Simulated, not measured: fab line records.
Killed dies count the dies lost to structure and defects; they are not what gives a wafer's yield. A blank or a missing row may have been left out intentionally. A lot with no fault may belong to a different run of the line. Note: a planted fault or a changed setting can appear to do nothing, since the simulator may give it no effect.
One fault seen from 2 desks | flow sky130 | each desk has only its own numbers; what lay behind them comes last

THE TOOL OWNER'S DESK: rtp anneal-02
Per lot that ran on this tool, the mean of the sampled wafers carrying a number, from the tool's own readings at SKY_SD_N_RTA_14 (time 2 s). Marked OUT: a lot whose mean sits more than 4 standard deviations from the usual mean, which makes it out of limits; the brackets give that distance.
Columns: A = lamp power pct at SKY_SD_N_RTA_14, usual 15.74 %; B = wafer_temp_C_max at SKY_SD_N_RTA_14, usual 1077.9
lot  | first seen here | A                | B
L200 | day 27 22:40    | 15.77            | 1077.4
L202 | day 28 20:10    | 15.76            | 1078.1
L204 | day 29 08:12    | 15.73            | 1077.8
L206 | day 30 04:39    | 15.74            | 1077.1
L208 | day 30 22:54    | 15.72            | 1078.2
L210 | day 31 22:52    | 15.74            | 1077.5
L214 | day 32 19:28    | 15.31 (-8.3) OUT | 1057.0 (-17) OUT
L216 | day 33 14:34    | 15.33 (-7.9) OUT | 1058.5 (-16) OUT
This desk's verdict: out of limits on L214, L216, starting with L214 at day 32 19:28 (lamp power pct at SKY_SD_N_RTA_14). Within limits: L200, L202, L204, L206, L208, L210.

FROM THE METROLOGY DESK
What the gauges read for every lot (on any tool): the sampled wafers with a number, averaged. Marked OUT: a lot whose mean sits more than 4 standard deviations from the usual mean, which makes it out of limits; the brackets give that distance.
Columns: A = LDD_N_OVL at SKY_LDD_N_OVL_MEAS_07, usual 0.3 nm; B = cd nm at SKY_POLY_CUT_CD_MEAS_08, usual 269.9 nm; C = SD_N_RS at SKY_SD_N_RS_MEAS_16, usual 68.62 ohm/sq; D = SD_P_RS at SKY_SD_N_RS_MEAS_17, usual 147.3 ohm/sq; E = LI_CONTACT_OVL at SKY_LI_CONTACT_OVL_MEAS_13, usual -2 nm
lot  | first seen here | A    | B     | C               | D               | E
L200 | day 17 17:14    | 1.4  | 269.3 | 68.53           | 147.1           | -1
L201 | day 18 00:47    | -0.1 | 269.2 | 68.52           | 146.9           | -5
L202 | day 18 18:02    | 0.0  | 271.3 | 68.62           | 147.5           | 6
L204 | day 19 07:05    | 2.4  | 270.7 | 68.69           | 147.2           | -5
L205 | day 19 11:56    | 0.6  | 268.7 | 68.62           | 147.3           | -13
L206 | day 20 05:32    | -1.0 | 269.2 | 68.67           | 147.2           | -2
L208 | day 21 00:50    | 1.9  | 269.1 | 68.72           | 147.4           | -3
L210 | day 22 02:06    | 1.8  | 269.2 | 68.52           | 146.9           | 2
L214 | day 23 01:50    | 0.4  | 268.3 | 71.67 (+28) OUT | 165.1 (+49) OUT | -9
L216 | day 23 23:35    | -1.9 | 268.4 | 71.80 (+29) OUT | 165.7 (+51) OUT | -0
L219 | day 24 22:15    | 0.4  | 271.5 | 68.72           | 147.3           | -5
L221 | day 25 13:11    | -0.7 | 268.3 | 68.74           | 147.5           | 9
L223 | day 26 09:05    | 1.2  | 269.3 | 68.67           | 147.9           | 3
This desk's result: L214, L216 out of limits, first on L214 (SD_N_RS at SKY_SD_N_RS_MEAS_16), day 32 19:38. Within limits: L200, L201, L202, L204, L205, L206, L208, L210, L219, L221, L223.

TAKEN TOGETHER
The tool owner's desk could have raised an alarm at day 32 19:28, on L214, L216.
An alarm was possible from the metrology desk at day 32 19:38, on L214, L216.
Of the lots named, all ran SKY_SD_N_RTA_14 on rtp anneal-02.

WHAT THE SIMULATOR HAD PUT IN
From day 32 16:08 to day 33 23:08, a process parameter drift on rtp anneal-02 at SKY_SD_N_RTA_14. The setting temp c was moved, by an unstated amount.
Struck lots among those shown: L214, L216.
Delay (hours) between the fault's onset and each desk's first out-of-limits reading: 3 at the tool owner's desk, 4 at the metrology desk.
